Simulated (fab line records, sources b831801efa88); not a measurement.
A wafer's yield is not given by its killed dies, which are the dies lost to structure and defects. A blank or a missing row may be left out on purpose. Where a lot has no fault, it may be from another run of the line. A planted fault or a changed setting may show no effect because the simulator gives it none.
fab line records + flow sfq-line
[record]
- lots = 5
- wafers = 15
- last-day = 85
route steps=325 shown I2@117 M3@118
lots with no fault: from the same line, run without faults
start-h: start of the lot's first displayed wafer, in hours after the record's first day + wait-h: how many hours have passed since the lot's step before this one + " repeats the value in the row above + L1.1+2: a row that stands for several wafers + - no value present, or no start provided + * or withheld: withheld + < > ~ a bound
route shown NAME@n: NAME is a module with steps in the file, n the number in the route of the first one + usual: average and standard deviation across the fault-free wafers + same: alike in all rows + chamber/n: place in a boat + sites: the reading at each site + _std_site: standard deviation of those values + _edge_site: outer sites' mean less inner sites' + radius-mm: for every site, how far away it sits from the centre of the wafer + mask NAME#n: copy n + behind: tool/chamber where the wafer was last shaped + hold: cause of the lot's hold/its duration in hours/its outcome + device: transistor that didn't switch, given as n, p or np + end of line: the tests these same wafers got at the end of their route + step lacking rows: just its recipe + killed: not the wafer's yield, but the dies lost to structure and defects at the first sort + map: per-die view of a wafer (x killed, . not killed, _ where there is no die)
set.NAME: the setting that was run; set.NAME@STEP: the one run at that earlier step + model.NAME: the simulator's own value behind a step, which no gauge read
certain route steps with their lots: each step a table, each wafer a row
services: a tool's chamber out of use, with start hour (start-h, from the record's first day; less than 0 if before it), hours out, and reason
[[steps]]
[step SFQ_TRILAYER_I2_VIA_STRIP_SOLV_CLEAN_072]
[recipe]
- chemistry = NMP
- temp-c = 70
- time-s = 600
[step SFQ_TRILAYER_M3_DEP_PRE_CLEAN_074]
[recipe]
- gas = Ar
- time-s = 22.5
- bias-v = 250
[step SFQ_TRILAYER_M3_DEP_SPUTTER_073]
[recipe]
- material = Nb
- base-pressure-pa = 1.33e-06
- chamber-pressure-pa = 0.1333
- substrate-temp-c = 20
- resputter-cathode-voltage-v = 400
- target-thk-nm = 200
- power-w = 2000
- time-s = 133.3
[usual]
- chamber-pressure-pa = 0.1333/0.00027
- throttle-valve-pct = 29.3/0.77
| lot.wafer | tool           | chamber | start-h | wait-h | chamber-pressure-pa | throttle-valve-pct |
|-----------|----------------|---------|---------|--------|---------------------|--------------------|
| L825.3    | pvd-sputter-03 | -       | 817.68  | 0.0    | 0.13327             | 28.8               |
| L825.5    | "              | -       | "       | "      | 0.13338             | 30.6               |
| L825.6    | "              | -       | "       | "      | 0.1334              | 28.9               |
| L833.1    | pvd-sputter-06 | -       | 937.17  | 0.0    | 0.13364             | 29.8               |
| L833.4    | "              | -       | "       | "      | 0.13291             | 27.7               |
| L833.5    | "              | -       | "       | "      | 0.13336             | 29.9               |
| L836.1    | pvd-sputter-06 | -       | 968.94  | 0.0    | 0.13308             | 27.7               |
| L836.4    | "              | -       | "       | "      | 0.13335             | 29.6               |
| L836.6    | "              | -       | "       | "      | 0.13358             | 29.5               |
| L837.1    | pvd-sputter-06 | -       | 986.25  | 0.0    | 0.13317             | 27.5               |
| L837.2    | "              | -       | "       | "      | 0.13354             | 29.7               |
| L837.5    | "              | -       | "       | "      | 0.13381             | 29.3               |
| L845.1    | pvd-sputter-05 | -       | 1094.52 | 0.0    | 0.13328             | 28.8               |
| L845.3    | "              | -       | "       | "      | 0.1335              | 29.6               |
| L845.6    | "              | -       | "       | "      | 0.13319             | 28.4               |
[step SFQ_M3_RS_MEAS_919]
[recipe]
- thk-meas-gauge = four-point-probe
- reads = Nb_of_TRILAYER_M3_DEP_SPUTTER_073
[usual]
- M3_NB_RS = 0.886/0.012
| lot.wafer | tool          | chamber | start-h | wait-h | M3_NB_RS[ohm/sq] |
|-----------|---------------|---------|---------|--------|------------------|
| L825.3    | film-metro-04 | -       | 817.81  | 0.1    | 0.871            |
| L825.5    | "             | -       | "       | "      | 0.876            |
| L825.6    | "             | -       | "       | "      | 0.874            |
| L833.1    | film-metro-02 | -       | 937.26  | 0.0    | 0.866            |
| L833.4    | "             | -       | "       | "      | 0.862            |
| L833.5    | "             | -       | "       | "      | 0.870            |
| L836.1    | film-metro-02 | -       | 969.03  | 0.0    | 0.887            |
| L836.4    | "             | -       | "       | "      | 0.901            |
| L836.6    | "             | -       | "       | "      | 0.875            |
| L837.1    | film-metro-04 | -       | 986.34  | 0.0    | 0.900            |
| L837.2    | "             | -       | "       | "      | 0.888            |
| L837.5    | "             | -       | "       | "      | 0.891            |
| L845.1    | film-metro-03 | -       | 1094.61 | 0.0    | 0.869            |
| L845.3    | "             | -       | "       | "      | 0.900            |
| L845.6    | "             | -       | "       | "      | 0.900            |
[step SFQ_TRILAYER_M3_LITHO_COAT_080]
[recipe]
- resist = BARC
- spin-rpm = 3000
- resist-thk-nm = 62
[step SFQ_TRILAYER_M3_LITHO_COAT_075]
[recipe]
- resist = KrF
- spin-rpm = 3000
- resist-thk-nm = 600
[step SFQ_TRILAYER_M3_LITHO_SOFTBAKE_079]
[recipe]
- temp-c = withheld
- time-s = withheld
- resist = KrF
[step SFQ_TRILAYER_M3_LITHO_EXPOSE_076]
[recipe]
- mask-id = M3
- na = 0.6
- source-shape = conventional
- sigma-outer = 0.65
- target-cd-nm = 500
- dose-mj = 14.4
[step SFQ_TRILAYER_M3_LITHO_PEB_078]
[recipe]
- peb-temp-c = 115
- peb-time-s = 60
- resist = KrF
[step SFQ_TRILAYER_M3_LITHO_DEVELOP_077]
[recipe]
- time-s = 60
- resist = KrF
[step SFQ_M3_OVL_MEAS_921]
[usual]
- M3_OVL = -1/5.8
| lot.wafer | tool       | chamber | start-h | wait-h | M3_OVL[nm] |
|-----------|------------|---------|---------|--------|------------|
| L825.3    | overlay-01 | -       | 953.59  | 0.1    | -8         |
| L825.5    | "          | -       | "       | "      | -11        |
| L825.6    | "          | -       | "       | "      | -6         |
| L833.1    | overlay-02 | -       | 1014.58 | 0.1    | -5         |
| L833.4    | "          | -       | "       | "      | -10        |
| L833.5    | "          | -       | "       | "      | -14        |
| L836.1    | overlay-02 | -       | 1019.38 | 0.1    | 2          |
| L836.4    | "          | -       | "       | "      | 3          |
| L836.6    | "          | -       | "       | "      | -3         |
| L837.1    | overlay-02 | -       | 1020.58 | 0.1    | 5          |
| L837.2    | "          | -       | "       | "      | -2         |
| L837.5    | "          | -       | "       | "      | 3          |
| L845.1    | overlay-02 | -       | 1204.96 | 0.1    | -1         |
| L845.3    | "          | -       | "       | "      | -2         |
| L845.6    | "          | -       | "       | "      | 1          |
[step SFQ_TRILAYER_M3_BARC_OPEN_METAL_ETCH_100]
[recipe]
- mask-material = PR
- chemistry = O2
- target-depth-nm = 125
- target = BARC
- icp-w = 600
- bias-w = 80
- pressure-mtorr = 10
- time-s = 41.7
[usual]
- drypump-motor-current-A = 5.8/0.38
- oes-product-au = 0.685/0.0044
- run-length-s = 70.2/0.8
| lot.wafer | tool         | chamber | start-h | wait-h | drypump-motor-current-A | oes-product-au | rf-hours-counter-h | run-length-s | model.KrF_of_TRILAYER_M3_LITHO_COAT_075.thk-nm |
|-----------|--------------|---------|---------|--------|-------------------------|----------------|--------------------|--------------|------------------------------------------------|
| L825.3    | rie-metal-04 | 1       | 953.64  | 0.0    | 5.6                     | 0.689          | -                  | 69.9         | 523.8                                          |
| L825.5    | "            | 0       | "       | "      | 5.7                     | 0.689          | -                  | 70.1         | 526.1                                          |
| L825.6    | "            | 1       | "       | "      | 5.6                     | 0.683          | -                  | 69.1         | 525.1                                          |
| L833.1    | rie-metal-02 | 1       | 1014.62 | 0.0    | 6.2                     | 0.683          | 43                 | 70.4         | 522.1                                          |
| L833.4    | "            | 0       | "       | "      | 5.5                     | 0.686          | -                  | 70.3         | 521.4                                          |
| L833.5    | "            | 0       | "       | "      | 5.4                     | 0.683          | -                  | 69.8         | 523.4                                          |
| L836.1    | rie-metal-02 | 1       | 1019.42 | 0.0    | 6.2                     | 0.681          | 44                 | 70.8         | 521.7                                          |
| L836.4    | "            | 0       | "       | "      | 5.5                     | 0.688          | -                  | 69.8         | 521.1                                          |
| L836.6    | "            | 1       | "       | "      | 6.2                     | 0.648          | -                  | 75.0         | 514.8                                          |
| L837.1    | rie-metal-04 | 1       | 1020.62 | 0.0    | 5.5                     | 0.689          | 2                  | 69.1         | 522.6                                          |
| L837.2    | "            | 0       | "       | "      | 5.7                     | 0.679          | 84                 | 70.6         | 526.6                                          |
| L837.5    | "            | 0       | "       | "      | 5.7                     | 0.691          | -                  | 70.3         | 527.4                                          |
| L845.1    | rie-metal-02 | 1       | 1205.00 | 0.0    | 6.2                     | 0.681          | 75                 | 70.4         | 521.1                                          |
| L845.3    | "            | 0       | "       | "      | 5.4                     | 0.685          | -                  | 70.0         | 520.8                                          |
| L845.6    | "            | 1       | "       | "      | 6.2                     | 0.686          | -                  | 70.6         | 521.8                                          |
[step SFQ_TRILAYER_M3_ETCH_METAL_ETCH_078]
[recipe]
- target = Nb
- stop-on = SiO2
- mask-material = PR
- chemistry = Cl2/Ar
- target-depth-nm = 240
- icp-w = 600
- bias-w = 80
- pressure-mtorr = 10
- time-s = 120
[usual]
- drypump-motor-current-A = 5.8/0.38
- oes-product-au = 0.896/0.0079
- run-length-s = 148.5/0.76
| lot.wafer | tool         | chamber | start-h | wait-h | drypump-motor-current-A | oes-product-au | rf-hours-counter-h | run-length-s |
|-----------|--------------|---------|---------|--------|-------------------------|----------------|--------------------|--------------|
| L825.3    | rie-metal-04 | 1       | 953.72  | 0.1    | 5.6                     | 0.902          | -                  | 147.4        |
| L825.5    | "            | 0       | "       | "      | 5.7                     | 0.902          | -                  | 148.3        |
| L825.6    | "            | 1       | "       | "      | 5.6                     | 0.910          | -                  | 147.5        |
| L833.1    | rie-metal-02 | 1       | 1014.68 | 0.0    | 6.2                     | 0.909          | 43                 | 148.6        |
| L833.4    | "            | 0       | "       | "      | 5.4                     | 0.914          | -                  | 148.5        |
| L833.5    | "            | 0       | "       | "      | 5.4                     | 0.905          | -                  | 148.1        |
| L836.1    | rie-metal-02 | 1       | 1019.48 | 0.0    | 6.2                     | 0.892          | 44                 | 148.7        |
| L836.4    | "            | 0       | "       | "      | 5.4                     | 0.895          | -                  | 148.5        |
| L836.6    | "            | 1       | "       | "      | 6.2                     | 0.906          | -                  | 148.5        |
| L837.1    | rie-metal-04 | 1       | 1020.68 | 0.0    | 5.5                     | 0.888          | 2                  | 147.7        |
| L837.2    | "            | 0       | "       | "      | 5.7                     | 0.897          | 84                 | 148.7        |
| L837.5    | "            | 0       | "       | "      | 5.7                     | 0.898          | -                  | 148.8        |
| L845.1    | rie-metal-02 | 1       | 1205.06 | 0.0    | 6.2                     | 0.903          | 75                 | 148.7        |
| L845.3    | "            | 0       | "       | "      | 5.4                     | 0.887          | -                  | 148.1        |
| L845.6    | "            | 1       | "       | "      | 6.2                     | 0.897          | -                  | 148.7        |
[[services]]
| tool           | chamber | start-h | hours | kind           |
|----------------|---------|---------|-------|----------------|
| pvd-sputter-03 | -       | 797.09  | 1.3   | repair         |
| rie-metal-04   | -       | 804.54  | 0.7   | repair         |
| pvd-sputter-05 | -       | 807.12  | 6.1   | repair         |
| rie-metal-02   | -       | 813.21  | 1.2   | repair         |
| rie-metal-04   | 0       | 831.78  | 5.8   | repair         |
| pvd-sputter-05 | -       | 835.57  | 0.7   | repair         |
| rie-metal-02   | 0       | 851.65  | -     | clean          |
| rie-metal-02   | 0       | 851.65  | 22.9  | scheduled-down |
| pvd-sputter-06 | -       | 865.56  | 0.5   | repair         |
| rie-metal-04   | -       | 877.55  | 0.2   | repair         |
| pvd-sputter-03 | -       | 884.32  | 4.2   | repair         |
| pvd-sputter-05 | -       | 968.60  | 7.5   | repair         |
| pvd-sputter-06 | -       | 979.52  | 2.1   | repair         |
| rie-metal-04   | -       | 991.43  | 1.4   | pm             |
| pvd-sputter-05 | -       | 1033.67 | 3.1   | repair         |
| pvd-sputter-03 | -       | 1040.27 | 2.2   | repair         |
| pvd-sputter-03 | -       | 1055.95 | 4.5   | repair         |
| pvd-sputter-05 | -       | 1086.19 | 5.2   | repair         |
| pvd-sputter-06 | -       | 1091.66 | 0.5   | repair         |
| rie-metal-04   | -       | 1098.12 | 1.1   | repair         |
| rie-metal-04   | -       | 1112.83 | 39.6  | repair         |
| rie-metal-02   | 0       | 1119.61 | 12.4  | repair         |
| pvd-sputter-05 | -       | 1167.40 | 5.2   | repair         |
| pvd-sputter-06 | -       | 1172.99 | 4.9   | repair         |
[[key]]
[first-sign]
- step = SFQ_TRILAYER_M3_BARC_OPEN_METAL_ETCH_100
- reading = oes-product-au
- direction = down
- sigmas = 8.2
- usual = 0.685
- struck = 0.648
[effect]
- step = SFQ_TRILAYER_M3_BARC_OPEN_METAL_ETCH_100
- reading = run-length-s
- direction = up
- sigmas = 6
- usual = *
- struck = *
[model-effect]
- step = SFQ_TRILAYER_M3_BARC_OPEN_METAL_ETCH_100
- value = KrF_of_TRILAYER_M3_LITHO_COAT_075.thk-nm
- without = 520.8
- struck = 514.8
met-at SFQ_TRILAYER_M3_BARC_OPEN_METAL_ETCH_100
struck-wafers L836.6
onset-between 1014.62 1019.42
[fault]
- kind = process-parameter-drift
- tool = rie-metal-02
- chamber = -
- onset-h = 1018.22
- steps = SFQ_TRILAYER_M3_BARC_OPEN_METAL_ETCH_100
- channel = time-s
- offset = *
- shape = step
- end-h = 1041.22
- scope = struck-wafers-only
- acts-in = *
- stated = *
